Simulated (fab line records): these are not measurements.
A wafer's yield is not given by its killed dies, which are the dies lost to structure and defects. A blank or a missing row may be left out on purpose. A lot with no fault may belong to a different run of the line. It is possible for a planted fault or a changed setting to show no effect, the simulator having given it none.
2 desks looking at one fault -- flow gf180mcu -- numbers are kept per desk, each desk with only its own; the story behind them comes last

== METROLOGY DESK ==
Means of the sampled wafers that have a number, per lot and without regard to the tool the lot ran on: this is what the gauges read. Marked OUT: a lot whose mean sits more than 4 standard deviations from the usual mean, which makes it out of limits; the brackets give that distance.
Columns: A = cdNm at GF_V5_CD_MEAS_14, usual 259.7 nm; B = TOP_METAL_ALCU_RS at GF_TOP_METAL_RS_MEAS_05, usual 0.0327 ohm/sq; C = TOP_METAL_ALCU_THK at GF_TOP_METAL_THK_MEAS_06, usual 902 nm; D = TOP_METAL_OVL at GF_TOP_METAL_OVL_MEAS_15, usual 0.5 nm
lot,first seen here,A,B,C,D
L138,day 27 02:55,260.0,0.0332,882,0.4
L139,day 27 13:35,259.3,0.0325,911,0.3
L140,day 27 20:34,259.1,0.0329,892,0.4
L141,day 28 05:07,258.0,0.0331,898,0.4
L143,day 28 21:27,259.6,0.0323,922,2.4
L144,day 29 00:57,259.6,0.0326,912,-0.4
L153,day 31 14:55,259.6,0.0272 (-17) OUT,1126 (+22) OUT,-0.5
L154,day 31 19:32,259.6,0.0215 (-34) OUT,1372 (+47) OUT,0.8
L155,day 32 00:13,258.7,0.0329,901,-0.3
L156,day 32 08:25,258.2,0.0326,905,-1.5
L157,day 32 18:49,260.1,0.0329,899,0.0
L159,day 33 03:12,260.9,0.0326,907,-0.8
This desk's result: L153, L154 out of limits, first on L153 (TOP_METAL_ALCU_RS at GF_TOP_METAL_RS_MEAS_05), day 31 16:41. L138, L139, L140, L141, L143, L144, L155, L156, L157, L159: within limits.

== THE TOOL OWNER'S DESK: pvdSputter-04 ==
The tool's own readings at GF_TOP_METAL_SPUTTER_02 (material AlCu, target thk 900 nm, time 47.82 s): means of the sampled wafers that have a number, for each lot that ran on this tool. Marked OUT: a lot whose mean sits more than 4 standard deviations from the usual mean, which makes it out of limits; the brackets give that distance.
Columns: A = cathodeDcPowerW at GF_TOP_METAL_SPUTTER_02, usual 10600 W; B = chamberPressurePa at GF_TOP_METAL_SPUTTER_02, usual 0.2999 Pa; C = throttleValvePct at GF_TOP_METAL_SPUTTER_02, usual 29.7 %
lot,first seen here,A,B,C
L139,day 27 15:37,10599,0.2995,29.7
L143,day 28 23:07,10600,0.3002,29.5
L153,day 31 16:35,10599,0.3000,29.5
L154,day 31 21:10,10599,0.3001,30.1
This desk found nothing out of limits on any of the 4 lots.

== BROUGHT TOGETHER ==
The metrology desk could have raised an alarm at day 31 16:41, on L153, L154.
The desk of the tool owner found nothing out of limits.
The tool owner's desk has L153, L154 on record, within its limits.
The lots listed all ran GF_TOP_METAL_SPUTTER_02 on pvdSputter-04.

== WHAT WAS PUT IN BY THE SIMULATOR ==
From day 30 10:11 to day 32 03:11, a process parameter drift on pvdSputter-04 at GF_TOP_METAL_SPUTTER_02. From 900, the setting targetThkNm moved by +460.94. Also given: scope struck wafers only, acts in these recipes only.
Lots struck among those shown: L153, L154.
Delay in hours, fault start to first out-of-limits reading, per desk: metrology desk 30.
